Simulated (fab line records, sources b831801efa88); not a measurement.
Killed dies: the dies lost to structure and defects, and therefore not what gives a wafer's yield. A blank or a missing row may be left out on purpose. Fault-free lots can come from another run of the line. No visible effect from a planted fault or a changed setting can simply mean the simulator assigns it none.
Which tool did it? -- flow sky130 -- 39 wafers from 13 lots sampled at 5 of the route's 708 steps

== WHAT EACH GAUGE READ, for each wafer ==
SKY_VT_ADJUST_PCH_TW_MEAS_10.
lot,measured,on,VT_ADJUST_PCH_TW
L485,day 11 03:29,film metro-02,143.0 142.4 142.2
L488,day 12 02:05,film metro-02,143.5 142.9 143.2
L489,day 12 04:23,film metro-03,141.3 141.4 141.7
L491,day 13 08:37,film metro-02,127.1 127.1 127.1
L495,day 14 09:10,film metro-01,128.8 129.0 128.8
L496,day 14 10:38,film metro-03,141.6 142.1 142.1
L498,day 15 09:29,film metro-03,142.4 141.7 140.9
L499,day 16 12:29,film metro-01,145.1 144.0 143.5
L501,day 16 14:22,film metro-02,142.0 141.8 141.5
L502,day 16 15:14,film metro-01,143.7 143.7 143.5
L503,day 16 21:13,film metro-01,144.2 143.8 143.4
L504,day 17 07:21,film metro-01,143.7 144.8 144.3
L506,day 18 00:53,film metro-02,141.1 141.0 140.6

SKY_SD_N_RS_MEAS_16: the measuring method here is four-point-probe.
lot,measured,on,SD_N_RS (ohm/sq)
L485,day 28 14:38,film metro-02,68.53 68.36 68.42
L488,day 29 18:58,film metro-02,68.45 68.63 68.59
L489,day 29 17:46,film metro-02,68.58 68.39 68.40
L491,day 31 07:40,film metro-01,68.62 68.74 68.60
L495,day 32 02:56,film metro-01,68.69 68.51 68.43
L496,day 32 10:23,film metro-02,68.47 68.52 68.56
L498,day 33 11:19,film metro-02,68.57 68.70 68.51
L499,day 34 06:00,film metro-01,68.48 68.48 68.42
L501,day 34 06:16,film metro-03,68.65 68.68 68.71
L502,day 34 08:26,film metro-01,68.47 68.45 68.45
L503,day 34 14:22,film metro-02,68.52 68.66 68.59
L504,day 35 05:49,film metro-01,68.58 68.52 68.42
L506,day 35 12:10,film metro-02,68.53 68.54 68.71

SKY_CONTACT_THK_MEAS_01.
lot,measured,on,CONTACT_CVD_00_THK (nm)
L485,day 31 01:14,film metro-04,74.2 75.4 75.4
L488,day 32 05:52,film metro-03,73.8 74.4 75.8
L489,day 32 04:52,film metro-04,74.0 74.6 74.5
L491,day 33 18:28,film metro-02,75.8 75.8 76.0
L495,day 34 12:04,film metro-02,76.3 75.4 74.9
L496,day 34 17:53,film metro-04,74.2 75.6 75.6
L498,day 35 20:45,film metro-04,73.2 74.5 74.3
L499,day 36 14:18,film metro-02,73.8 73.7 74.9
L501,day 36 15:04,film metro-02,74.0 76.1 75.1
L502,day 36 16:59,film metro-04,73.8 73.5 74.4
L503,day 36 22:01,film metro-03,73.6 75.6 74.1
L504,day 37 12:32,film metro-04,74.6 75.1 75.6
L506,day 37 20:07,film metro-02,73.7 74.4 75.1

SKY_VIA1_THK_MEAS_01.
lot,measured,on,VIA1_HDPCVD_THK (nm)
L485,day 33 11:46,film metro-01,1020 1041 1030
L488,day 34 15:04,film metro-03,1013 1009 1030
L489,day 34 13:22,film metro-01,1031 1046 1050
L491,day 36 02:34,film metro-03,1028 1025 1029
L495,day 36 19:41,film metro-02,1028 1028 1018
L496,day 37 02:13,film metro-03,1036 1033 1020
L498,day 38 04:34,film metro-03,1037 1039 1037
L499,day 38 21:26,film metro-03,1032 1030 1026
L501,day 38 21:56,film metro-03,1041 1039 1029
L502,day 38 23:28,film metro-03,1024 1024 1013
L503,day 39 04:12,film metro-02,1042 1032 1023
L504,day 39 19:07,film metro-02,1051 1037 1028
L506,day 40 02:35,film metro-02,1046 1022 1040

== WHAT TOOL EACH LOT RAN ON (gives the tool, then ch and the chambers of the sampled wafers, and finally the start) ==
lot,SKY_VT_ADJUST_PCH_IMPLANT_08
L485,"implanter-02 ch 0, day 11 03:14"
L488,"implanter-02 ch 0, day 12 01:50"
L489,"implanter-02 ch 0, day 12 04:08"
L491,"implanter-01 ch 0, day 13 08:24"
L495,"implanter-01 ch 0, day 14 08:58"
L496,"implanter-02 ch 0, day 14 10:25"
L498,"implanter-02 ch 0, day 15 09:15"
L499,"implanter-01 ch 0, day 16 12:15"
L501,"implanter-02 ch 0, day 16 14:08"
L502,"implanter-01 ch 0, day 16 15:00"
L503,"implanter-02 ch 0, day 16 20:59"
L504,"implanter-02 ch 0, day 17 07:06"
L506,"implanter-01 ch 0, day 18 00:38"
- SKY_VT_ADJUST_PCH_IMPLANT_08

== WHAT THE TOOLS THEMSELVES READ (means of the sampled wafers that have a number; where no wafer has one, the mark that the record gives instead) ==
SKY_VT_ADJUST_PCH_IMPLANT_08.
lot,tool,dose ions cm2,faraday current uA
L485,implanter-02,5e+11,2.86
L488,implanter-02,5e+11,2.85
L489,implanter-02,5e+11,2.82
L491,implanter-01,3e+11,1.85
L495,implanter-01,3e+11,1.86
L496,implanter-02,5e+11,2.87
L498,implanter-02,5e+11,2.78
L499,implanter-01,5e+11,2.81
L501,implanter-02,5e+11,2.77
L502,implanter-01,5e+11,2.83
L503,implanter-02,5e+11,2.89
L504,implanter-02,5e+11,2.73
L506,implanter-01,5e+11,2.80

== THE ANSWER, worked out from the rows above alone ==
Rule: the lots themselves supply what counts as usual. The widest of any qualifying gaps counts: lots, ordered by their means at a reading, are off when they make up no more than a third of the lots, leave a main group of 4 or more, and stand apart from it by 3 or more times the standard deviation of that group's means. A main group is skipped when, at the precision printed for the reading in the tables above, its means are all equal. Also off: a lot with no number at a reading for which 4 or more lots have one. All remaining lots with rows at the step are treated as sound. The gauges are gone through in route order, then the tools' own readings, and for those a lot's mean is taken as printed above. At the first step where some lot is off, the reading lying furthest off is the one used; lots without a number count as furthest.
Off: at SKY_VT_ADJUST_PCH_TW_MEAS_10 (VT_ADJUST_PCH_TW), L491, L495. Mean 142.7 and standard deviation 1.1 in the main group.
A tool fits if, at a process step before that reading, it ran every lot that is off, and no sound lot after the first of them. Not tried: the gauges at SKY_VT_ADJUST_PCH_TW_MEAS_10; whatever is off there is also off at SKY_VT_ADJUST_PCH_IMPLANT_08, on other tools, and gauge error can't account for it. No candidate that was tried fits.

== WHAT THE SIMULATOR HAD INSERTED ==
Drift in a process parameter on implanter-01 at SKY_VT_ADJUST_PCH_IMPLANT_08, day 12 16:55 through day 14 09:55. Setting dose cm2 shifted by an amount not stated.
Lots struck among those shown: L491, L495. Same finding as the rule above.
